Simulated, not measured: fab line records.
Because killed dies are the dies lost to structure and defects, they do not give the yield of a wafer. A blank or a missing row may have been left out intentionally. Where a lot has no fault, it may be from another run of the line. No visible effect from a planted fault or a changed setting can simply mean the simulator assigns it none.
fab line records	flow sky130	part 1 of 2: steps 1 to 31 of 44
record: lots: 5	wafers: 15	last-day: 49
route steps=708 shown LDD_LDN@289 SPACER@304 POLY_CUT@307 SD_P@320 RES_XHIGH@332
lots that met no fault: from a run of the same line without faults
start-h: hours from the record's first day to the start of the lot's first wafer shown	wait-h: hours since the lot's step before	" identical to the entry in the row above	L1.1+2: a single row standing in for several wafers	- value missing, or start not given	* or withheld: withheld	< > ~ a bound
route shown NAME@n: names a module that has steps shown in the file, with the first one's number in the route	usual: mean/standard deviation taken from wafers without a fault	same: alike in all rows	chamber/n: place in a boat	sites: each site's reading	_std_site: the standard deviation of these	_edge_site: inner sites' mean taken away from outer sites' mean	radius-mm: for every site, how far away it sits from the centre of the wafer	mask NAME#n: copy n	behind: tool/chamber where the wafer was last shaped	hold: why the lot was held/for how many hours/how that ended	device: transistor that didn't switch, given as n, p or np	end of line: at the end of the route, the tests of the same wafers	step lacking rows: just its recipe	killed: dies that structure and defects cost at the first sort, which is not the same as the wafer's yield	map: the dies of a wafer, with x for killed, . for not killed, _ for no die there
set.NAME: the setting the step ran with; set.NAME@STEP: the setting that earlier step ran with	model.NAME: the simulator's own value behind a step, which no gauge read
lots at selected steps of the route; one table per step, one row per wafer
services: the hour from which a tool's chamber was out of use, counted from the record's first day as start-h (under 0 if before that day), plus the number of hours and why
== steps ==
step: SKY_LDD_LDN_DEHYDRATE_00
recipe: temp-c: 200	time-s: 60
lot.wafer	tool	chamber	start-h	wait-h
L074.3+4+6	litho-track-04	0	507.41	15.1
L085.2+3+4	litho-track-02	0	624.08	13.7
L089.2+3+6	litho-track-01	0	637.96	14.5
L090.4+5+6	litho-track-04	0	654.14	13.0
L092.3+4+6	litho-track-04	0	665.46	14.0
step: SKY_LDD_LDN_HMDS_01
recipe: prime-time-s: 60	prime-temp-c: 120
lot.wafer	tool	chamber	start-h	wait-h
L074.3+4+6	litho-track-04	0	507.56	0.1
L085.2+3+4	litho-track-02	0	624.23	0.1
L089.2+3+6	litho-track-01	0	638.11	0.1
L090.4+5+6	litho-track-04	0	654.29	0.1
L092.3+4+6	litho-track-04	0	665.61	0.1
step: SKY_LDD_LDN_COAT_02
recipe: resist: NOVOLAK	spin-rpm: 3000	resist-thk-nm: 1140
lot.wafer	tool	chamber	start-h	wait-h
L074.3+4+6	litho-track-04	0	507.71	0.1
L085.2+3+4	litho-track-02	0	624.38	0.1
L089.2+3+6	litho-track-01	0	638.26	0.1
L090.4+5+6	litho-track-04	0	654.44	0.1
L092.3+4+6	litho-track-04	0	665.76	0.1
step: SKY_LDD_LDN_SOFTBAKE_03
recipe: temp-c: 90	time-s: 60	resist: NOVOLAK
lot.wafer	tool	chamber	start-h	wait-h
L074.3+4+6	litho-track-04	0	507.86	0.1
L085.2+3+4	litho-track-02	0	624.53	0.1
L089.2+3+6	litho-track-01	0	638.41	0.1
L090.4+5+6	litho-track-04	0	654.59	0.1
L092.3+4+6	litho-track-04	0	665.91	0.1
step: SKY_LDD_LDN_EXPOSE_04
recipe: mask-id: LDNTM	na: 0.6	source-shape: conventional	sigma-outer: 0.6	polarization: unpolarized	target-cd-nm: 700	dose-mj: 140
usual: reticle-temp-C: 23.02/0.12
lot.wafer	tool	chamber	start-h	wait-h	mask	reticle-temp-C
L074.3	iline-stepper-02	0	-	-	LDNTM#0	23.17
L074.4	"	0	"	"	LDNTM#0	23.04
L074.6	"	0	"	"	LDNTM#0	23.06
L085.2	iline-stepper-02	0	-	-	LDNTM#0	22.92
L085.3	"	0	"	"	LDNTM#0	23.05
L085.4	"	0	"	"	LDNTM#0	22.80
L089.2	iline-stepper-01	0	-	-	LDNTM#0	22.88
L089.3	"	0	"	"	LDNTM#0	22.92
L089.6	"	0	"	"	LDNTM#0	22.96
L090.4	iline-stepper-02	0	-	-	LDNTM#0	23.19
L090.5	"	0	"	"	LDNTM#0	23.17
L090.6	"	0	"	"	LDNTM#0	23.27
L092.3	iline-stepper-01	0	-	-	LDNTM#0	22.96
L092.4	"	0	"	"	LDNTM#0	22.85
L092.6	"	0	"	"	LDNTM#0	23.01
step: SKY_LDD_LDN_PEB_05
recipe: temp-c: withheld	time-s: *	resist: NOVOLAK
lot.wafer	tool	chamber	start-h	wait-h
L074.3+4+6	litho-track-02	0	-	-
L085.2+3+4	litho-track-04	0	-	-
L089.2+3+6	litho-track-04	0	-	-
L090.4+5+6	litho-track-02	0	-	-
L092.3+4+6	litho-track-01	0	-	-
step: SKY_LDD_LDN_DEVELOP_06
recipe: resist: NOVOLAK	developer: TMAH	develop-time-s: 60	dev-temp-c: 23
lot.wafer	tool	chamber	start-h	wait-h
L074.3+4+6	litho-track-02	0	522.05	0.1
L085.2+3+4	litho-track-04	0	639.44	0.1
L089.2+3+6	litho-track-04	0	652.14	0.1
L090.4+5+6	litho-track-02	0	668.53	0.1
L092.3+4+6	litho-track-01	0	678.83	0.1
step: SKY_LDD_LDN_OVL_MEAS_07
usual: LDD_LDN_OVL: 1.2/1.5
lot.wafer	tool	chamber	start-h	wait-h	LDD_LDN_OVL[nm]
L074.3	overlay-02	-	522.16	0.1	2.9
L074.4	"	-	"	"	4.0
L074.6	"	-	"	"	2.9
L085.2	overlay-01	-	639.57	0.1	4.3
L085.3	"	-	"	"	0.7
L085.4	"	-	"	"	3.9
L089.2	overlay-01	-	652.27	0.1	1.0
L089.3	"	-	"	"	0.2
L089.6	"	-	"	"	0.2
L090.4	overlay-02	-	668.62	0.1	-0.6
L090.5	"	-	"	"	1.2
L090.6	"	-	"	"	-1.8
L092.3	overlay-02	-	678.95	0.1	1.5
L092.4	"	-	"	"	2.2
L092.6	"	-	"	"	1.2
step: SKY_LDD_LDN_IMPLANT_08
recipe: species: As	energy-kev: 15	dose-cm2: 1.25e+13	tilt-deg: withheld	rotation-deg: 23
lot.wafer	tool	chamber	start-h	wait-h
L074.3+4+6	implanter-01	0	522.24	0.1
L085.2+3+4	implanter-01	0	639.62	0.0
L089.2+3+6	implanter-03	0	652.32	0.0
L090.4+5+6	implanter-01	0	668.71	0.1
L092.3+4+6	implanter-01	0	679.02	0.1
step: SKY_LDD_LDN_IMPLANT_09
recipe: species: As	energy-kev: 15	dose-cm2: 1.25e+13	tilt-deg: withheld	rotation-deg: 113
lot.wafer	tool	chamber	start-h	wait-h
L074.3+4+6	implanter-01	0	522.39	0.1
L085.2+3+4	implanter-01	0	639.77	0.1
L089.2+3+6	implanter-03	0	652.47	0.1
L090.4+5+6	implanter-01	0	668.86	0.1
L092.3+4+6	implanter-01	0	679.17	0.1
step: SKY_LDD_LDN_IMPLANT_10
recipe: species: As	energy-kev: 15	dose-cm2: 1.25e+13	tilt-deg: withheld	rotation-deg: 203
lot.wafer	tool	chamber	start-h	wait-h
L074.3+4+6	implanter-01	0	522.54	0.1
L085.2+3+4	implanter-01	0	639.92	0.1
L089.2+3+6	implanter-03	0	652.62	0.1
L090.4+5+6	implanter-01	0	669.01	0.1
L092.3+4+6	implanter-01	0	679.32	0.1
step: SKY_LDD_LDN_IMPLANT_11
recipe: species: As	energy-kev: 15	dose-cm2: 1.25e+13	tilt-deg: withheld	rotation-deg: 293
lot.wafer	tool	chamber	start-h	wait-h
L074.3+4+6	implanter-01	0	522.69	0.1
L085.2+3+4	implanter-01	0	640.07	0.1
L089.2+3+6	implanter-03	0	652.77	0.1
L090.4+5+6	implanter-01	0	669.16	0.1
L092.3+4+6	implanter-01	0	679.47	0.1
step: SKY_LDD_LDN_STRIP_12
recipe: chemistry: O2/N2	power-w: 1400	pressure-mtorr: 1500	platen-temp-c: withheld	o2-flow-sccm: 3000	n2-flow-sccm: 300	overash-fraction: 0.5
usual: drypump-motor-current-A: 5.7/0.44	oes-product-au: 0.716/0.0042	strip-time-to-endpoint-s: 14.19/0.04
lot.wafer	tool	chamber	start-h	wait-h	drypump-motor-current-A	oes-product-au	rf-hours-counter-h	strip-time-to-endpoint-s
L074.3	plasma-asher-01	0	522.82	0.1	5.7	0.714	-	14.23
L074.4	"	1	"	"	6.1	0.718	-	14.27
L074.6	"	1	"	"	6.1	0.717	-	14.27
L085.2	plasma-asher-01	1	640.20	0.1	6.1	0.713	95	14.10
L085.3	"	1	"	"	6.1	0.715	-	14.19
L085.4	"	0	"	"	5.7	0.716	-	14.14
L089.2	plasma-asher-01	1	652.90	0.1	6.1	0.712	96	14.14
L089.3	"	0	"	"	5.7	0.720	-	14.19
L089.6	"	0	"	"	5.7	0.717	-	14.11
L090.4	plasma-asher-03	0	669.27	0.1	5.0	0.724	-	14.13
L090.5	"	0	"	"	5.0	0.709	-	14.16
L090.6	"	1	"	"	5.8	0.714	-	14.19
L092.3	plasma-asher-02	0	679.60	0.1	6.2	0.713	-	14.18
L092.4	"	1	"	"	5.4	0.712	-	14.22
L092.6	"	0	"	"	6.1	0.716	-	14.20
step: SKY_LDD_LDN_TW_MEAS_13
usual: LDD_LDN_TW: 1479/6
lot.wafer	tool	chamber	start-h	wait-h	LDD_LDN_TW
L074.3	film-metro-04	-	522.91	0.1	1491
L074.4	"	-	"	"	1493
L074.6	"	-	"	"	1491
L085.2	film-metro-02	-	640.31	0.1	1483
L085.3	"	-	"	"	1472
L085.4	"	-	"	"	1474
L089.2	film-metro-04	-	653.01	0.1	1475
L089.3	"	-	"	"	1479
L089.6	"	-	"	"	1480
L090.4	film-metro-04	-	669.37	0.1	1485
L090.5	"	-	"	"	1470
L090.6	"	-	"	"	1475
L092.3	film-metro-03	-	679.69	0.1	1477
L092.4	"	-	"	"	1479
L092.6	"	-	"	"	1473
step: SKY_LDD_LDN_CLEAN_14
recipe: chemistry: SC1/SC2	mix: 1:4:20	temp-c: 70	time-s: 150	dry: n2-spin
lot.wafer	tool	chamber	start-h	wait-h
L074.3+4+6	wet-bench-01	1	522.95	0.0
L085.2+3+4	wet-bench-02	1	640.36	0.0
L089.2+3+6	wet-bench-02	1	653.06	0.0
L090.4+5+6	wet-bench-02	3	669.40	0.0
L092.3+4+6	wet-bench-01	2	679.73	0.0
step: SKY_SPACER_CVD_00
recipe: material: Si3N4	precursor: DCS/NH3	target-thk-nm: 43.1	temp-c: 770	time-s: 740	pressure-mtorr: 250
usual: spike-tc-bottom-C: 792.3/1	zone-power-lower-pct: 11.9/1.2
lot.wafer	tool	chamber	start-h	wait-h	spike-tc-bottom-C	zone-power-lower-pct
L074.3	lpcvd-02	0	523.00	0.0	793.0	11.2
L074.4	"	0	"	"	793.0	11.1
L074.6	"	0	"	"	792.9	11.1
L085.2	lpcvd-02	0	640.41	0.0	790.3	11.3
L085.3	"	0	"	"	791.7	11.2
L085.4	"	0	"	"	790.0	11.3
L089.2	lpcvd-02	1	653.11	0.0	792.7	13.9
L089.3	"	1	"	"	791.9	14.0
L089.6	"	1	"	"	793.6	14.0
L090.4	lpcvd-02	0	670.77	1.3	793.1	11.1
L090.5	"	0	"	"	793.2	11.0
L090.6	"	0	"	"	792.1	11.3
L092.3	lpcvd-02	0	681.16	1.4	791.2	11.3
L092.4	"	0	"	"	790.7	10.9
L092.6	"	0	"	"	794.5	11.1
step: SKY_SPACER_THK_MEAS_01
recipe: reads: Si3N4_of_SPACER_CVD_00
usual: SPACER_CVD_00_THK: 43.3/0.46
lot.wafer	tool	chamber	start-h	wait-h	SPACER_CVD_00_THK[nm]
L074.3	film-metro-01	-	524.22	0.0	43.2
L074.4	"	-	"	"	43.1
L074.6	"	-	"	"	43.0
L085.2	film-metro-04	-	642.23	0.0	44.0
L085.3	"	-	"	"	44.1
L085.4	"	-	"	"	44.1
L089.2	film-metro-04	-	654.33	0.0	43.3
L089.3	"	-	"	"	43.5
L089.6	"	-	"	"	43.4
L090.4	film-metro-04	-	672.00	0.0	44.0
L090.5	"	-	"	"	43.6
L090.6	"	-	"	"	43.9
L092.3	film-metro-04	-	682.39	0.0	43.3
L092.4	"	-	"	"	43.0
L092.6	"	-	"	"	43.1
step: SKY_SPACER_ETCHBACK_02
recipe: chemistry: CH3F/O2	target: Si3N4	stop-on: SiO2	source-w: 400	bias-w: 80	pressure-mtorr: 25	ch3f-flow-sccm: 40	O2_flow_sccm: 30	time-s: 46.7	target-depth-a: 450
usual: ch3f-flow-sccm: 39.99/0.13	drypump-motor-current-A: 6.0/0.43	oes-product-au: 0.858/0.0069	throttle-valve-pct: 10.562/0.0092
lot.wafer	tool	chamber	start-h	wait-h	ch3f-flow-sccm	drypump-motor-current-A	oes-product-au	rf-hours-counter-h	throttle-valve-pct
L074.3	rie-diel-02	0	524.26	0.0	40.09	5.6	0.858	13	10.566
L074.4	"	1	"	"	39.96	6.1	0.854	11	10.562
L074.6	"	1	"	"	40.17	6.1	0.858	-	10.556
L085.2	rie-diel-02	3	642.28	0.0	40.06	6.3	0.865	31	10.569
L085.3	"	0	"	"	40.13	5.6	0.866	15	10.566
L085.4	"	1	"	"	39.94	6.1	0.872	13	10.561
L089.2	rie-diel-03	2	654.38	0.0	39.84	6.3	0.862	6	10.544
L089.3	"	3	"	"	40.00	6.3	0.854	11	10.562
L089.6	"	0	"	"	40.01	5.8	0.868	-	10.567
L090.4	rie-diel-01	3	672.06	0.0	40.01	6.7	0.868	-	10.563
L090.5	"	2	"	"	40.06	5.6	0.857	-	10.552
L090.6	"	0	"	"	40.07	5.2	0.867	-	10.557
L092.3	rie-diel-01	3	682.43	0.0	40.09	6.7	0.854	9	10.576
L092.4	"	3	"	"	40.01	6.7	0.849	-	10.567
L092.6	"	2	"	"	39.96	5.6	0.856	-	10.545
step: SKY_POLY_CUT_DEHYDRATE_00
recipe: temp-c: 200	time-s: 60
lot.wafer	tool	chamber	start-h	wait-h
L074.3+4+6	litho-track-03	0	538.96	14.7
L085.2+3+4	litho-track-02	0	655.08	12.8
L089.2+3+6	litho-track-01	0	667.71	13.3
L090.4+5+6	litho-track-02	0	685.83	13.7
L092.3+4+6	litho-track-03	0	695.81	13.4
step: SKY_POLY_CUT_HMDS_01
recipe: prime-time-s: 60	prime-temp-c: 120
lot.wafer	tool	chamber	start-h	wait-h
L074.3+4+6	litho-track-03	0	539.11	0.1
L085.2+3+4	litho-track-02	0	655.23	0.1
L089.2+3+6	litho-track-01	0	667.86	0.1
L090.4+5+6	litho-track-02	0	685.98	0.1
L092.3+4+6	litho-track-03	0	695.96	0.1
step: SKY_POLY_CUT_COAT_02
recipe: resist: BARC	temp-c: withheld	time-s: withheld	spin-rpm: 3000	resist-thk-nm: 60
lot.wafer	tool	chamber	start-h	wait-h
L074.3+4+6	litho-track-03	0	539.26	0.1
L085.2+3+4	litho-track-02	0	655.38	0.1
L089.2+3+6	litho-track-01	0	668.01	0.1
L090.4+5+6	litho-track-02	0	686.13	0.1
L092.3+4+6	litho-track-03	0	696.11	0.1
step: SKY_POLY_CUT_COAT_03
recipe: resist: KrF-thick	spin-rpm: 3000	resist-thk-nm: 450
lot.wafer	tool	chamber	start-h	wait-h
L074.3+4+6	litho-track-03	0	-	-
L085.2+3+4	litho-track-02	0	-	-
L089.2+3+6	litho-track-01	0	-	-
L090.4+5+6	litho-track-02	0	-	-
L092.3+4+6	litho-track-03	0	-	-
step: SKY_POLY_CUT_SOFTBAKE_04
recipe: temp-c: 100	time-s: 90	resist: KrF-thick
lot.wafer	tool	chamber	start-h	wait-h
L074.3+4+6	litho-track-03	0	-	-
L085.2+3+4	litho-track-02	0	-	-
L089.2+3+6	litho-track-01	0	-	-
L090.4+5+6	litho-track-02	0	-	-
L092.3+4+6	litho-track-03	0	-	-
step: SKY_POLY_CUT_EXPOSE_05
recipe: mask-id: NPCM	na: 0.8	source-shape: annular	sigma-inner: 0.55	sigma-outer: 0.85	target-cd-nm: 270	dose-mj: 32
usual: reticle-temp-C: 23.00/0.12
lot.wafer	tool	chamber	start-h	wait-h	mask	reticle-temp-C
L074.3	krf-scanner-02	0	-	-	NPCM#0	22.85
L074.4	"	0	"	"	NPCM#0	22.92
L074.6	"	0	"	"	NPCM#0	23.06
L085.2	krf-scanner-01	0	-	-	NPCM#0	22.97
L085.3	"	0	"	"	NPCM#0	23.07
L085.4	"	0	"	"	NPCM#0	23.00
L089.2	krf-scanner-01	0	-	-	NPCM#0	23.11
L089.3	"	0	"	"	NPCM#0	23.01
L089.6	"	0	"	"	NPCM#0	23.05
L090.4	krf-scanner-01	0	-	-	NPCM#0	22.86
L090.5	"	0	"	"	NPCM#0	22.93
L090.6	"	0	"	"	NPCM#0	22.82
L092.3	krf-scanner-02	0	-	-	NPCM#0	22.99
L092.4	"	0	"	"	NPCM#0	22.96
L092.6	"	0	"	"	NPCM#0	22.90
step: SKY_POLY_CUT_PEB_06
recipe: peb-temp-c: withheld	peb-time-s: withheld	resist: KrF-thick
lot.wafer	tool	chamber	start-h	wait-h
L074.3+4+6	litho-track-01	0	-	-
L085.2+3+4	litho-track-03	0	-	-
L089.2+3+6	litho-track-03	0	-	-
L090.4+5+6	litho-track-02	0	-	-
L092.3+4+6	litho-track-02	0	-	-
step: SKY_POLY_CUT_DEVELOP_07
recipe: develop-time-s: 60	resist: KrF-thick	dev-temp-c: 21
lot.wafer	tool	chamber	start-h	wait-h
L074.3+4+6	litho-track-01	0	-	-
L085.2+3+4	litho-track-03	0	-	-
L089.2+3+6	litho-track-03	0	-	-
L090.4+5+6	litho-track-02	0	-	-
L092.3+4+6	litho-track-02	0	-	-
step: SKY_POLY_CUT_CD_MEAS_08
recipe: target-cd-nm: 270
usual: cd-nm: 270.3/1.4
lot.wafer	tool	chamber	start-h	wait-h	cd-nm
L074.3	cd-sem-02	-	554.27	-	270.7
L074.4	"	-	"	"	270.0
L074.6	"	-	"	"	271.2
L085.2	cd-sem-01	-	669.73	-	269.8
L085.3	"	-	"	"	267.5
L085.4	"	-	"	"	269.3
L089.2	cd-sem-02	-	681.98	-	270.6
L089.3	"	-	"	"	269.6
L089.6	"	-	"	"	270.4
L090.4	cd-sem-02	-	699.41	-	270.1
L090.5	"	-	"	"	270.2
L090.6	"	-	"	"	270.1
L092.3	cd-sem-01	-	709.64	-	271.9
L092.4	"	-	"	"	271.1
L092.6	"	-	"	"	270.0
step: SKY_POLY_CUT_OVL_MEAS_09
usual: POLY_CUT_OVL: -1/5.5
lot.wafer	tool	chamber	start-h	wait-h	POLY_CUT_OVL[nm]
L074.3	overlay-02	-	554.37	0.1	-10
L074.4	"	-	"	"	-9
L074.6	"	-	"	"	-11
L085.2	overlay-02	-	669.83	0.1	3
L085.3	"	-	"	"	2
L085.4	"	-	"	"	7
L089.2	overlay-02	-	682.08	0.1	-5
L089.3	"	-	"	"	-1
L089.6	"	-	"	"	-1
L090.4	overlay-02	-	699.49	0.1	-6
L090.5	"	-	"	"	0
L090.6	"	-	"	"	-7
L092.3	overlay-02	-	709.73	0.1	-9
L092.4	"	-	"	"	-8
L092.6	"	-	"	"	-8
step: SKY_POLY_CUT_ETCH_10
recipe: chemistry: N2/H2	target: BARC	ion-energy-ev: 200	source-w: 500	bias-w: 100	pressure-mtorr: 30	n2-flow-sccm: 100	h2-flow-sccm: 200	stop-on: SiO2	time-s: 45.9	target-depth-a: 600
usual: drypump-motor-current-A: 6.1/0.31	oes-product-au: 0.854/0.0044	throttle-valve-pct: 13.225/0.0088
lot.wafer	tool	chamber	start-h	wait-h	drypump-motor-current-A	oes-product-au	rf-hours-counter-h	throttle-valve-pct
L074.3	rie-diel-03	1	554.39	0.0	6.2	0.850	18	13.223
L074.4	"	0	"	"	5.9	0.843	7	13.220
L074.6	"	1	"	"	6.2	0.846	-	13.224
L085.2	rie-diel-04	3	669.86	0.0	6.5	0.851	46	13.213
L085.3	"	0	"	"	5.6	0.843	41	13.227
L085.4	"	1	"	"	5.6	0.850	10	13.227
L089.2	rie-diel-03	2	682.11	0.0	6.3	0.855	7	13.230
L089.3	"	1	"	"	6.3	0.864	21	13.230
L089.6	"	3	"	"	6.3	0.856	-	13.240
L090.4	rie-diel-03	1	699.51	0.0	6.2	0.859	22	13.222
L090.5	"	0	"	"	5.9	0.858	-	13.230
L090.6	"	1	"	"	6.3	0.850	-	13.224
L092.3	rie-diel-04	3	709.76	0.0	6.5	0.847	47	13.229
L092.4	"	2	"	"	6.4	0.851	4	13.219
L092.6	"	2	"	"	6.4	0.850	-	13.226
step: SKY_POLY_CUT_ETCH_11
recipe: target: Si3N4	chemistry: CF4/CH2F2/Ar	stop-on: poly-Si	source-w: 600	bias-w: 150	pressure-mtorr: 40	cf4-flow-sccm: 40	ch2f2-flow-sccm: 20	Ar_flow_sccm: 150	time-s: 42.5	target-depth-a: 600
usual: drypump-motor-current-A: 6.1/0.31	oes-product-au: 0.829/0.0062	throttle-valve-pct: 14.995/0.0095
lot.wafer	tool	chamber	start-h	wait-h	drypump-motor-current-A	oes-product-au	rf-hours-counter-h	throttle-valve-pct
L074.3	rie-diel-03	1	554.43	0.0	6.2	0.825	18	14.996
L074.4	"	0	"	"	5.8	0.834	7	15.006
L074.6	"	1	"	"	6.2	0.833	-	14.995
L085.2	rie-diel-04	3	669.91	0.0	6.6	0.830	46	14.990
L085.3	"	0	"	"	5.6	0.824	41	14.991
L085.4	"	1	"	"	5.6	0.824	10	14.995
L089.2	rie-diel-03	2	682.16	0.0	6.3	0.830	7	14.996
L089.3	"	1	"	"	6.2	0.844	21	14.987
L089.6	"	3	"	"	6.3	0.829	-	14.994
L090.4	rie-diel-03	1	699.55	0.0	6.2	0.833	22	15.013
L090.5	"	0	"	"	5.8	0.832	-	14.997
L090.6	"	1	"	"	6.2	0.831	-	14.999
L092.3	rie-diel-04	3	709.80	0.0	6.6	0.820	47	14.985
L092.4	"	2	"	"	6.3	0.828	4	14.994
L092.6	"	2	"	"	6.3	0.819	-	15.001
step: SKY_POLY_CUT_STRIP_12
recipe: chemistry: O2/N2	power-w: 1400	pressure-mtorr: 1500	platen-temp-c: withheld	o2-flow-sccm: 3000	n2-flow-sccm: 300	overash-fraction: 0.5
usual: drypump-motor-current-A: 5.6/0.38	oes-product-au: 0.452/0.0046	strip-time-to-endpoint-s: 5.359/0.019
lot.wafer	tool	chamber	start-h	wait-h	drypump-motor-current-A	oes-product-au	rf-hours-counter-h	strip-time-to-endpoint-s
L074.3	plasma-asher-03	0	554.51	0.1	5.0	0.445	-	5.322
L074.4	"	1	"	"	5.9	0.454	-	5.354
L074.6	"	1	"	"	5.9	0.454	-	5.338
L085.2	plasma-asher-01	0	669.95	0.0	5.7	0.450	98	5.368
L085.3	"	0	"	"	5.7	0.447	-	5.361
L085.4	"	1	"	"	6.1	0.454	-	5.349
L089.2	plasma-asher-04	1	682.20	0.0	5.3	0.453	54	5.338
L089.3	"	0	"	"	5.8	0.451	-	5.346
L089.6	"	1	"	"	5.3	0.450	-	5.333
L090.4	plasma-asher-01	1	699.62	0.1	6.1	0.444	-	5.384
L090.5	"	1	"	"	6.1	0.455	-	5.414
L090.6	"	0	"	"	5.7	0.452	-	5.407
L092.3	plasma-asher-01	1	709.87	0.1	6.2	0.452	-	5.383
L092.4	"	0	"	"	5.7	0.445	-	5.391
L092.6	"	1	"	"	6.1	0.452	-	5.356
